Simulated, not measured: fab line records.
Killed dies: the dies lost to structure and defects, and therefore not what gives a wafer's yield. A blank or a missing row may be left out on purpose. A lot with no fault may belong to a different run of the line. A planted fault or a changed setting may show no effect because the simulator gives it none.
fab line records	flow sky130
record lots=7	wafers=21	lastDay=50
route steps=708 shown GATE_OXIDE@191 POLY_GATE@204 PAD_OPEN@708
lots that met no fault: taken from a fault-free run of the same line
startH: start of the lot's first displayed wafer, in hours after the record's first day	waitH: time in hours since the lot's previous step	" unchanged from the row above	L1.1+2: several wafers, shown together as one row	- value missing, or start not given	* or withheld: withheld	< > ~ a bound
route shown NAME@n: names a module that has steps shown in the file, with the first one's number in the route	usual: the fault-free wafers' mean and standard deviation	same: alike in all rows	chamber/n: place in a boat	sites: readings site by site	_std_site: how widely they spread, as a standard deviation	_edge_site: mean of outer sites minus mean of inner sites	radiusMm: for every site, how far away it sits from the centre of the wafer	mask NAME#n: copy n	behind: tool/chamber where the wafer was last shaped	hold: why the lot was held/for how many hours/how that ended	device: which transistor (n, p or np) failed to switch	end of line: the route-end tests of the same wafers	a step with no rows: only its recipe	killed: the dies lost at the first sort to structure and to defects; this is not the yield of the wafer	map: the dies of a wafer, with x for killed, . for not killed, _ for no die there
set.NAME: the run value of the setting; set.NAME@STEP: its run value at that earlier step	model.NAME: the simulator's own value behind a step, which no gauge read
certain route steps with their lots: each step a table, each wafer a row
services: the hour from which a tool's chamber was out of use, counted from the record's first day as startH (under 0 if before that day), plus the number of hours and why
## steps
# step SKY_GATE_OXIDE_HMDS_04
# recipe primeTimeS=60	primeTempC=120
# step SKY_GATE_OXIDE_COAT_05
# recipe resist=NOVOLAK	spinRpm=3000	resistThkNm=1140
# step SKY_GATE_OXIDE_SOFTBAKE_06
# recipe tempC=90	timeS=60	resist=NOVOLAK
# step SKY_GATE_OXIDE_EXPOSE_07
# recipe maskId=LVOM	na=0.6	sourceShape=conventional	sigmaOuter=0.6	polarization=unpolarized	targetCdNm=600	doseMj=170
# step SKY_GATE_OXIDE_PEB_08
# recipe tempC=withheld	timeS=*	resist=NOVOLAK
# step SKY_GATE_OXIDE_DEVELOP_09
# recipe resist=NOVOLAK	developer=TMAH	developTimeS=60	devTempC=23
# step SKY_GATE_OXIDE_OVL_MEAS_10
# usual GATE_OXIDE_OVL=-0.3/1.2
lot.wafer	tool	chamber	startH	waitH	GATE_OXIDE_OVL[nm]
L106.4	overlay-01	-	309.09	0.1	-1.5
L106.5	"	-	"	"	-0.4
L106.6	"	-	"	"	0.2
L107.1	overlay-02	-	320.76	0.1	-2.9
L107.2	"	-	"	"	-0.7
L107.6	"	-	"	"	-0.6
L116.2	overlay-01	-	399.17	0.1	-1.3
L116.3	"	-	"	"	-0.5
L116.5	"	-	"	"	-1.5
L118.1	overlay-01	-	419.46	0.1	2.3
L118.3	"	-	"	"	1.0
L118.4	"	-	"	"	2.0
L119.1	overlay-01	-	423.67	0.1	0.2
L119.3	"	-	"	"	-1.1
L119.6	"	-	"	"	-1.9
L120.2	overlay-01	-	431.27	0.1	-1.2
L120.5	"	-	"	"	-1.6
L120.6	"	-	"	"	-1.2
L127.4	overlay-01	-	486.23	0.1	-1.5
L127.5	"	-	"	"	-0.8
L127.6	"	-	"	"	0.3
# step SKY_GATE_OXIDE_IMPLANT_11
# recipe species=B	energyKev=10	doseCm2=2.6e+12	tiltDeg=withheld
# step SKY_GATE_OXIDE_WET_ETCH_12
# recipe chemistry=dHF	targetDepthNm=16.8	dry=n2Spin	target=SiO2	dilution=100:1	tempC=25	timeS=336
# step SKY_GATE_OXIDE_STRIP_13
# recipe chemistry=O2/N2	powerW=1400	pressureMtorr=1500	platenTempC=withheld	o2FlowSccm=3000	n2FlowSccm=300	overashFraction=0.5
# usual drypumpMotorCurrentA=5.6/0.52	oesProductAu=0.715/0.0042	stripTimeToEndpointS=14.18/0.032
lot.wafer	tool	chamber	startH	waitH	drypumpMotorCurrentA	oesProductAu	rfHoursCounterH	stripTimeToEndpointS
L106.4	plasmaAsher-02	1	309.39	0.0	6.1	0.711	-	14.15
L106.5	"	0	"	"	5.4	0.716	-	14.18
L106.6	"	1	"	"	6.1	0.710	-	14.14
L107.1	plasmaAsher-04	0	321.06	0.0	5.0	0.715	47	14.15
L107.2	"	1	"	"	5.6	0.711	47	14.15
L107.6	"	0	"	"	5.0	0.721	-	14.15
L116.2	plasmaAsher-01	1	399.46	0.0	6.5	0.721	26	14.21
L116.3	"	0	"	"	5.3	0.721	-	14.21
L116.5	"	0	"	"	5.3	0.717	-	14.22
L118.1	plasmaAsher-01	0	419.75	0.0	5.3	0.716	28	14.21
L118.3	"	1	"	"	6.5	0.714	-	14.15
L118.4	"	0	"	"	5.3	0.720	-	14.17
L119.1	plasmaAsher-04	0	423.96	0.0	5.1	0.710	57	14.17
L119.3	"	1	"	"	5.7	0.720	-	14.14
L119.6	"	1	"	"	5.7	0.722	-	14.14
L120.2	plasmaAsher-01	1	431.55	0.0	6.5	0.715	30	14.19
L120.5	"	0	"	"	5.3	0.719	-	14.19
L120.6	"	1	"	"	6.5	0.718	-	14.17
L127.4	plasmaAsher-04	1	486.54	0.0	5.7	0.714	-	14.17
L127.5	"	0	"	"	5.0	0.719	-	14.21
L127.6	"	1	"	"	5.6	0.717	-	14.17
# step SKY_GATE_OXIDE_TW_MEAS_14
# usual GATE_OXIDE_TW=224.5/1.8
lot.wafer	tool	chamber	startH	waitH	GATE_OXIDE_TW
L106.4	filmMetro-03	-	309.49	0.1	226.0
L106.5	"	-	"	"	226.1
L106.6	"	-	"	"	225.6
L107.1	filmMetro-02	-	321.16	0.1	223.8
L107.2	"	-	"	"	224.9
L107.6	"	-	"	"	225.6
L116.2	filmMetro-02	-	399.57	0.1	223.5
L116.3	"	-	"	"	223.5
L116.5	"	-	"	"	224.2
L118.1	filmMetro-03	-	419.85	0.1	227.6
L118.3	"	-	"	"	229.6
L118.4	"	-	"	"	228.0
L119.1	filmMetro-03	-	424.06	0.1	225.7
L119.3	"	-	"	"	226.2
L119.6	"	-	"	"	226.9
L120.2	filmMetro-02	-	431.66	0.1	223.3
L120.5	"	-	"	"	222.2
L120.6	"	-	"	"	222.9
L127.4	filmMetro-03	-	486.64	0.1	226.4
L127.5	"	-	"	"	224.4
L127.6	"	-	"	"	225.8
# step SKY_GATE_OXIDE_CLEAN_15
# recipe chemistry=SC1/SC2	mix=1:4:20	tempC=70	timeS=150	dry=n2Spin
# step SKY_GATE_OXIDE_OXIDATION_16
# recipe tempC=800	ambient=O2	idleTempC=700	rampUpCPerMin=10	rampDownCPerMin=3	stabiliseS=600	purgeS=300	targetThkA=35.7	oxTimeS=1915
# usual zonePowerCentrePct=13.75/0.16
lot.wafer	tool	chamber	startH	waitH	zonePowerCentrePct	model.SiO2_of_GATE_OXIDE_OXIDATION_01.thkNm
L106.4	furnace-02	0	310.72	1.2	13.59	11.8
L106.5	"	0	"	"	13.65	11.62
L106.6	"	0	"	"	13.94	11.64
L107.1	furnace-01	0	322.62	1.3	13.62	11.46
L107.2	"	0	"	"	13.56	11.58
L107.6	"	0	"	"	13.77	11.62
L116.2	furnace-01	0	399.99	0.3	13.56	11.36
L116.3	"	0	"	"	13.55	11.3
L116.5	"	0	"	"	13.87	11.19
L118.1	furnace-01	0	419.96	0.0	13.75	11.28
L118.3	"	0	"	"	13.44	11.51
L118.4	"	0	"	"	13.75	11.59
L119.1	furnace-01	0	424.87	0.7	13.75	11.64
L119.3	"	0	"	"	13.55	11.8
L119.6	"	0	"	"	13.54	11.76
L120.2	furnace-02	0	431.76	0.0	13.87	11.82
L120.5	"	0	"	"	13.78	11.8
L120.6	"	0	"	"	13.80	11.98
L127.4	furnace-02	0	486.72	0.0	13.75	11.4
L127.5	"	0	"	"	13.76	11.42
L127.6	"	0	"	"	13.69	11.45
# step SKY_POLY_GATE_CVD_00
# recipe material=poly-Si	targetThkNm=180	tempC=620	timeS=720	pressureMtorr=200
# step SKY_PAD_OPEN_PROBE_99
# usual killed_at_M0_to_M3=42/7.2	killed_at_M4_up=3.5/1.8	killedAtContacts=25/5.7	killedAtFrontEnd=16/4.6	killedAtOther=0.2/0.41	killedDies=86/9.3	killedOpen=47/6.3	killedShort=39/5.9
# same grossDies=492	killedAtBackSide=0
lot.wafer	tool	chamber	startH	waitH	killed_at_M0_to_M3	killed_at_M4_up	killedAtContacts	killedAtFrontEnd	killedAtOther	killedDies	killedOpen	killedShort	model.etest.pfet_01v8.rOnOhmUm	model.etest.nfet_01v8_lvt.driveUaUm	model.etest.nfet_01v8_swapped.driveUaUm	model.etest.nfet_01v8_turned.driveUaUm	model.etest.nfet_01v8.driveUaUm	model.etest.nfet_01v8.rOnOhmUm	model.etest.sramNfetPass.driveUaUm	model.etest.nfetG5v0d10v5.driveUaUm
L106.4	prober-02	-	1077.58	0.2	35	2	17	16	0	70	38	32	2931	578.3	503.3	501.7	507.5	837.9	499.5	597.8
L106.5	prober-02	-	1077.63	0.2	48	0	21	12	0	81	42	39	2999	566.2	497	502.1	504.6	854.4	494.4	602.3
L106.6	prober-02	-	1077.68	0.2	39	3	22	9	0	73	44	29	2995	569.8	493.8	502.6	498.7	858.3	492.8	602.1
L107.1	prober-01	-	1092.90	0.1	37	5	24	18	1	85	47	38	2874	581.2	511.6	511.4	509	828.2	515.1	617.1
L107.2	prober-01	-	1092.95	0.1	44	2	24	14	1	85	42	43	2931	587	521.1	519.6	519.4	812.6	517.9	617
L107.6	prober-01	-	1093.15	0.2	39	6	22	11	0	78	38	40	2825	603	532.7	534.9	533	798	493.9	604.2
L116.2	prober-01	-	1143.91	0.1	58	1	22	13	0	94	57	37	2737	631.2	562.7	562.9	565.5	779.5	528	616.4
L116.3	prober-01	-	1143.96	0.2	43	3	19	15	0	80	39	41	2748	630.7	562.3	566.2	563.8	787	545.6	619.7
L116.5	prober-01	-	1144.06	0.2	50	6	29	21	0	106	55	51	2717	636.1	573.2	569.1	564.8	783.3	528	621.3
L118.1	prober-01	-	1151.99	0.1	35	4	28	8	0	75	42	33	2759	624.8	558.4	559.3	554.9	790.8	536.5	624.2
L118.3	prober-01	-	1152.09	0.2	39	3	31	13	0	86	44	42	2798	633.5	561.4	558.3	563.5	786.6	535.3	609.8
L118.4	prober-01	-	1152.14	0.2	52	3	23	13	0	91	56	35	2782	640.4	574	572.7	569.3	775.9	558.4	607.3
L119.1	prober-02	-	1155.80	0.1	54	3	26	22	0	105	63	42	2872	624	556	556.4	553.4	787.3	555	607.1
L119.3	prober-02	-	1155.90	0.2	40	3	27	15	0	85	50	35	2791	635.5	561.6	563.5	558.4	772.7	565.7	596.2
L119.6	prober-02	-	1156.05	0.2	55	2	20	18	0	95	42	53	2857	634.4	570.4	573.9	570.8	766.4	556.7	599.3
L120.2	prober-01	-	1164.03	0.1	52	2	29	10	0	93	55	38	2874	585.6	515.5	518.3	515	815.6	498.7	598.2
L120.5	prober-01	-	1164.18	0.2	41	6	20	15	0	82	47	35	2910	579	504.6	508	505.6	830.7	493.6	599.8
L120.6	prober-01	-	1164.23	0.2	41	5	18	14	0	78	44	34	2913	588.3	520.7	519.6	511.3	813	490.9	586.4
L127.4	prober-02	-	1191.84	0.2	35	3	27	14	0	79	44	35	3031	549	474.9	474.6	473.7	861.6	459.8	618
L127.5	prober-02	-	1191.89	0.2	36	7	22	14	1	80	38	42	3031	548.9	473.8	473.5	471	866.3	472.3	617.5
L127.6	prober-02	-	1191.94	0.2	56	2	18	17	1	94	50	44	2996	547.5	474.8	476.5	471.8	870.8	471.8	618.1
# killed by level:class
L106.4 VIA2:geometricParticle:open=10 CONTACT:geometricParticle:open=8 FIELD_ISO:geometricParticle:short=6 VIA3:geometricParticle:open=6 VIA1:geometricParticle:open=5 POLY_GATE:geometricParticle:short=4 LI_CONTACT:geometricParticle:short=4 METAL2:geometricParticle:short=4
L106.5 CONTACT:geometricParticle:open=11 METAL1:geometricParticle:short=8 VIA1:geometricParticle:open=7 VIA3:geometricParticle:open=7 VIA2:geometricParticle:open=6 VIA1:geometricParticle:short=6 LI_CONTACT:geometricParticle:open=5 VIA2:geometricParticle:short=5
L106.6 VIA1:geometricParticle:open=9 CONTACT:geometricParticle:open=7 VIA2:geometricParticle:open=7 LI_CONTACT:geometricParticle:open=6 LOCAL_INTERCONNECT:geometricParticle:short=5 VIA2:geometricParticle:short=5 METAL3:geometricParticle:short=4 VIA3:geometricParticle:open=4
L107.1 CONTACT:geometricParticle:open=8 VIA1:geometricParticle:open=7 FIELD_ISO:geometricParticle:open=6 LI_CONTACT:geometricParticle:open=6 METAL2:geometricParticle:short=5 METAL1:geometricParticle:short=5 VIA1:geometricParticle:short=5 CONTACT:geometricParticle:short=4
L107.2 VIA3:geometricParticle:short=10 CONTACT:geometricParticle:open=8 VIA1:geometricParticle:open=7 CONTACT:geometricParticle:short=6 METAL2:geometricParticle:short=6 VIA2:geometricParticle:open=6 FIELD_ISO:geometricParticle:open=5 LI_CONTACT:geometricParticle:open=5
L107.6 VIA3:geometricParticle:open=8 LI_CONTACT:geometricParticle:open=7 METAL1:geometricParticle:short=7 LI_CONTACT:geometricParticle:short=6 VIA1:geometricParticle:open=6 VIA2:geometricParticle:open=5 METAL4:geometricParticle:short=5 CONTACT:geometricParticle:open=3
L116.2 VIA1:geometricParticle:open=14 CONTACT:geometricParticle:open=11 VIA2:geometricParticle:open=8 METAL3:geometricParticle:short=7 METAL1:geometricParticle:short=7 LI_CONTACT:geometricParticle:open=6 VIA1:geometricParticle:short=6 METAL2:geometricParticle:open=6
L116.3 POLY_GATE:geometricParticle:short=8 CONTACT:geometricParticle:open=8 METAL1:geometricParticle:short=6 VIA2:geometricParticle:open=6 VIA1:geometricParticle:open=6 METAL2:geometricParticle:short=6 LI_CONTACT:geometricParticle:open=5 VIA3:geometricParticle:open=5
L116.5 VIA1:geometricParticle:open=13 CONTACT:geometricParticle:open=11 VIA1:geometricParticle:short=10 POLY_GATE:geometricParticle:short=6 LI_CONTACT:geometricParticle:open=6 METAL1:geometricParticle:short=6 VIA3:geometricParticle:open=6 FIELD_ISO:geometricParticle:short=5
L118.1 VIA1:geometricParticle:open=9 LI_CONTACT:geometricParticle:open=9 CONTACT:geometricParticle:open=9 VIA3:geometricParticle:short=6 LI_CONTACT:geometricParticle:short=5 CONTACT:geometricParticle:short=5 VIA3:geometricParticle:open=5 FIELD_ISO:geometricParticle:short=4
L118.3 CONTACT:geometricParticle:open=9 VIA3:geometricParticle:open=7 LOCAL_INTERCONNECT:geometricParticle:short=7 FIELD_ISO:geometricParticle:open=6 VIA1:geometricParticle:short=6 VIA1:geometricParticle:open=6 FIELD_ISO:geometricParticle:short=5 LI_CONTACT:geometricParticle:open=5
L118.4 VIA2:geometricParticle:open=15 CONTACT:geometricParticle:open=10 VIA1:geometricParticle:open=8 VIA3:geometricParticle:open=6 METAL1:geometricParticle:short=6 LI_CONTACT:geometricParticle:open=5 FIELD_ISO:geometricParticle:open=4 METAL2:geometricParticle:short=4
L119.1 VIA1:geometricParticle:open=16 METAL1:geometricParticle:short=12 LI_CONTACT:geometricParticle:open=11 CONTACT:geometricParticle:open=9 METAL2:geometricParticle:short=7 FIELD_ISO:geometricParticle:open=6 FIELD_ISO:geometricParticle:short=6 VIA2:geometricParticle:open=5
L119.3 CONTACT:geometricParticle:open=11 LI_CONTACT:geometricParticle:open=8 VIA2:geometricParticle:open=8 METAL2:geometricParticle:short=8 FIELD_ISO:geometricParticle:open=6 CONTACT:geometricParticle:short=5 FIELD_ISO:geometricParticle:short=4 VIA1:geometricParticle:open=4
L119.6 METAL2:geometricParticle:short=10 VIA1:geometricParticle:open=9 METAL1:geometricParticle:short=9 VIA3:geometricParticle:open=8 CONTACT:geometricParticle:short=6 FIELD_ISO:geometricParticle:short=5 LI_CONTACT:geometricParticle:open=5 VIA2:geometricParticle:open=5
L120.2 LI_CONTACT:geometricParticle:open=13 VIA1:geometricParticle:open=10 VIA3:geometricParticle:open=10 VIA2:geometricParticle:open=8 CONTACT:geometricParticle:open=7 METAL2:geometricParticle:short=6 LOCAL_INTERCONNECT:geometricParticle:short=5 METAL1:geometricParticle:short=4
L120.5 VIA1:geometricParticle:open=13 CONTACT:geometricParticle:open=8 VIA3:geometricParticle:open=7 LOCAL_INTERCONNECT:geometricParticle:short=6 POLY_GATE:geometricParticle:short=4 CONTACT:geometricParticle:short=4 METAL2:geometricParticle:short=4 VIA2:geometricParticle:open=4
L120.6 VIA1:geometricParticle:open=9 VIA2:geometricParticle:open=8 CONTACT:geometricParticle:open=7 METAL2:geometricParticle:short=7 POLY_GATE:geometricParticle:short=5 POLY_GATE:geometricParticle:open=4 VIA3:geometricParticle:open=4 LI_CONTACT:geometricParticle:short=3
L127.4 LI_CONTACT:geometricParticle:open=11 POLY_GATE:geometricParticle:open=8 METAL1:geometricParticle:short=7 VIA3:geometricParticle:open=7 CONTACT:geometricParticle:short=6 CONTACT:geometricParticle:open=5 VIA1:geometricParticle:short=5 LOCAL_INTERCONNECT:geometricParticle:short=5
L127.5 CONTACT:geometricParticle:open=10 VIA1:geometricParticle:open=7 METAL4:geometricParticle:short=6 METAL2:geometricParticle:short=6 LOCAL_INTERCONNECT:geometricParticle:short=5 VIA1:geometricParticle:short=5 VIA3:geometricParticle:open=4 FIELD_ISO:geometricParticle:short=3
L127.6 VIA3:geometricParticle:open=14 VIA1:geometricParticle:open=10 POLY_GATE:geometricParticle:short=7 LI_CONTACT:geometricParticle:open=7 VIA2:geometricParticle:open=7 METAL2:geometricParticle:short=6 VIA1:geometricParticle:short=6 METAL3:geometricParticle:short=4
## services
tool	chamber	startH	hours	kind
furnace-01	-	300.64	5.0	repair
furnace-02	-	379.21	3.6	pm
furnace-02	-	386.94	3.0	pm
plasmaAsher-02	-	423.92	1.6	repair
plasmaAsher-01	-	439.25	2.6	repair
## key
firstSign none at tools or gauges
modelEffect step=SKY_GATE_OXIDE_OXIDATION_16	value=SiO2_of_GATE_OXIDE_OXIDATION_01.thkNm	without=11.82	struck=11.49
modelEffect step=SKY_PAD_OPEN_PROBE_99	value=etest.pfet_01v8.rOnOhmUm	without=2916	struck=2785
metAt SKY_GATE_OXIDE_OXIDATION_16
struckWafers L116.2,L116.3,L116.5,L118.1,L118.3,L118.4,L119.1,L119.3,L119.6
testerLeftOut L116,L118,L119
onsetBetween 322.62 399.99
fault kind=processParameterDrift	tool=furnace-01	chamber=-	onsetH=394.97	steps=SKY_GATE_OXIDE_OXIDATION_16	channel=oxTimeS	offset=*	shape=step	endH=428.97	actsIn=*	stated=*
# testerLeftOut: of these lots the tester's yield and bins aren't shown, on N5 and GAA mostly nor the transistor test; their killed dies are dies lost to structure and defects alone, not to doping, threshold or leakage, so they don't give the yield
